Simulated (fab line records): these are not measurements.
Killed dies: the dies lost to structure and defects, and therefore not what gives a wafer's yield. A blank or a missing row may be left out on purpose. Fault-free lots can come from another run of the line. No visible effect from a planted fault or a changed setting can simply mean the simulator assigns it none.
A lot that was struck, set against a sound lot / flow sfqLine / 18 steps out of a route of 325
Sound: the wafers L444.3, L444.5, L444.6. Wafers struck: L453.1, L453.2, L453.5. The cause comes at the end.
Each step with rows lists, per side, the tool, then ch with its chambers, then its first start. Under that, the readings that differ: sound wafers / struck wafers / difference of the means / sigmas: that difference in standard deviations of wafers without a fault.
alike: readings whose means differ by less than 2 such deviations, and words and numbers that are the same on both sides. not compared: withheld readings, readings that some wafer has no value for, bounds like >300 that may hide the same value, and numbers for which the record gives no deviation and whose values overlap.
Wherever a step has rows on one side only, a row that says differs or no value, or a row with sigmas, the two part there. Numbers that have no deviation but don't overlap get no sigmas and don't part them. A reading missing from all wafers of one side parts the sides only when that side holds two or more wafers.

SFQ_I3_OVL_MEAS_923:
  struck on overlay-01, day 46 22:25; sound on overlay-01, day 43 16:41
  alike: I3_OVL
SFQ_TRILAYER_I3_VIA_BARC_OPEN_VIA_ETCH_121: etches BARC in O2, target depth 125 nm, time 41.7 s.
  sound on rieDiel-03 ch 1,3, day 43 16:43; struck on rieDiel-03 ch 0,1,3, day 46 22:28
  alike: biasW, drypumpMotorCurrentA, oesProductAu
  not compared: rfHoursCounterH
SFQ_TRILAYER_I3_VIA_ETCH_VIA_ETCH_088: etches SiO2 in CHF3, stops on Nb, target depth 260 nm.
  sound on rieDiel-03 ch 1,3, day 43 16:45; struck on rieDiel-03 ch 0,1,3, day 46 22:30
  alike: biasW, drypumpMotorCurrentA, oesProductAu
SFQ_TRILAYER_I3_VIA_STRIP_STRIP_089: strips in O2.
  sound on rieMetal-02 ch 0,1, day 43 17:04; struck on rieMetal-02 ch 0,1, day 46 22:37
  alike: drypumpMotorCurrentA, oesProductAu
  not compared: rfHoursCounterH
then, 2 steps without rows for these wafers: SFQ_TRILAYER_I3_VIA_STRIP_SOLV_CLEAN_090 (cleans in NMP, time 600 s); SFQ_TRILAYER_M4_DEP_PRE_CLEAN_092 (time 22.5 s).
SFQ_TRILAYER_M4_DEP_SPUTTER_091: material Nb, target thk 200 nm, time 133.3 s.
  struck on pvdSputter-03, day 46 23:25; sound on pvdSputter-05, day 43 17:40
  alike: cathodeDcPowerW, throttleValvePct
SFQ_M4_RS_MEAS_924: measurement is done with a four-point probe.
  struck on filmMetro-01, day 46 23:31; sound on filmMetro-01, day 43 17:48
  alike: M4_NB_RS
then, 3 steps without rows for these wafers: SFQ_TRILAYER_M4_LITHO_COAT_098 (resist thk 62 nm); SFQ_TRILAYER_M4_LITHO_COAT_093 (resist thk 600 nm); SFQ_TRILAYER_M4_LITHO_SOFTBAKE_097.
-- the record jumps here: 4 days lie between the struck wafers' starts before and after --
SFQ_TRILAYER_M4_LITHO_EXPOSE_094: exposes mask M4, target cd 500 nm.
  sound on krfScanner-02 ch 0, day 48 11:43; struck on krfScanner-01 ch 0, day 50 20:50
reading=exposureDoseMJCm2; sound=14.424 14.422 14.413; struck=15.032 15.041 15.043; difference=+0.619; sigmas=+41
  alike: mask
then, 2 steps without rows for these wafers: SFQ_TRILAYER_M4_LITHO_PEB_096 (peb time 60 s); SFQ_TRILAYER_M4_LITHO_DEVELOP_095 (time 60 s).
SFQ_M4_OVL_MEAS_926:
  struck on overlay-02, day 50 22:20; sound on overlay-02, day 48 12:50
  alike: M4_OVL
SFQ_TRILAYER_M4_BARC_OPEN_METAL_ETCH_123: etches BARC in O2, target depth 125 nm, time 41.7 s.
  sound on rieMetal-02 ch 0,1, day 48 12:53; struck on rieMetal-03 ch 0,1, day 50 22:22
reading=model.M4.cdNm (nm); sound=499.7 500.5 500.4; struck=493.3 492.8 492.6; difference=-7.3; sigmas=
  alike: biasW, drypumpMotorCurrentA, oesProductAu
  not compared: rfHoursCounterH
SFQ_TRILAYER_M4_ETCH_METAL_ETCH_096: etches Nb in Cl2/Ar, stops on SiO2, target depth 240 nm, time 120 s.
  sound on rieMetal-02 ch 0,1, day 48 12:58; struck on rieMetal-03 ch 0,1, day 50 22:25
reading=model.M4.cdNm (nm); sound=500.3 500.1 500; struck=494.4 493.4 493; difference=-6.5; sigmas=
  alike: biasW, drypumpMotorCurrentA, oesProductAu
  not compared: rfHoursCounterH
SFQ_TRILAYER_M4_STRIP_STRIP_097: strips in O2.
  sound on rieMetal-02 ch 0,1, day 48 13:15; struck on rieMetal-03 ch 0,1, day 50 22:33
  alike: drypumpMotorCurrentA, oesProductAu
  not compared: rfHoursCounterH

## WHERE THEY PART
At SFQ_TRILAYER_M4_LITHO_EXPOSE_094 and nowhere else, as far as this record goes. Later steps at which nothing parts them and some readings are alike: SFQ_M4_OVL_MEAS_926, SFQ_TRILAYER_M4_BARC_OPEN_METAL_ETCH_123, SFQ_TRILAYER_M4_ETCH_METAL_ETCH_096, SFQ_TRILAYER_M4_STRIP_STRIP_097.

WHY: whatever the simulator had introduced
Process parameters drifting: krfScanner-01 at SFQ_TRILAYER_M4_LITHO_EXPOSE_094, beginning at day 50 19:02. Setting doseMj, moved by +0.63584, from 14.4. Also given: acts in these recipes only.
